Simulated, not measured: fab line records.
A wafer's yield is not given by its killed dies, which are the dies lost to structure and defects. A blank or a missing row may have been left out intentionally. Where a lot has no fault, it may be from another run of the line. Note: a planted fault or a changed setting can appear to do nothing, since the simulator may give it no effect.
Chamber matching | flow gf180mcu | cmp-02 running GF_V5_CMP_04: 4 sister chambers
The step polishes SiO2. 7 wafers are shown with their chamber, then 7 later ones without.

WAFERS, EACH WITH ITS CHAMBER
wafer  | chamber | motorCurrentA (A) | slurryFlowMlMin
L965.1 | 3       | 11.1              | 149.8
L966.6 | 0       | 11.6              | 150.1
L973.2 | 1       | 10.6              | 150.4
L973.3 | 2       | 11.5              | 150.0
L973.6 | 2       | 11.9              | 151.4
L975.1 | 1       | 11.0              | 149.3
L975.3 | 0       | 11.8              | 150.1

WAFERS WITHOUT THEIR CHAMBER
wafer  | motorCurrentA (A) | slurryFlowMlMin
L975.6 | 11.5              | 150.0
L985.3 | 11.6              | 148.8
L985.4 | 11.0              | 149.9
L985.5 | 11.8              | 149.6
L986.1 | 10.9              | 149.3
L986.3 | 11.2              | 150.0
L986.4 | 11.7              | 150.0

CHAMBER TAKEN BY EACH
wafer  | from the rows above               | in truth
L975.6 | can't be placed: 0 or 2 or 3      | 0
L985.3 | can't be placed: 0 or 3 or 2 or 1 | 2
L985.4 | can't be placed: 3 or 1           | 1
L985.5 | can't be placed: 0 or 2           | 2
L986.1 | can't be placed: 1 or 3           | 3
L986.3 | can't be placed: 3 or 1 or 0 or 2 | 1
L986.4 | can't be placed: 0 or 2           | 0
Correctly placed: 0 of 7. From these rows, 7 cannot be placed; in 7 the true chamber is one of the candidates. Wrongly placed: 0.
How it was worked out, from the rows above alone: a wafer's distance from a chamber is the root of the sum, over the readings, of the square of ((its reading less the chamber's mean) divided by the reading's scatter). If the next closest chamber is less than 2 further off than the closest, the wafer can't be placed; otherwise it belongs to the closest. A chamber's mean is the mean of its shown wafers. How the scatter is found: for the shown wafers, subtract from each reading the mean of its chamber, square and add these, divide the total by (wafers less chambers), then take the root.
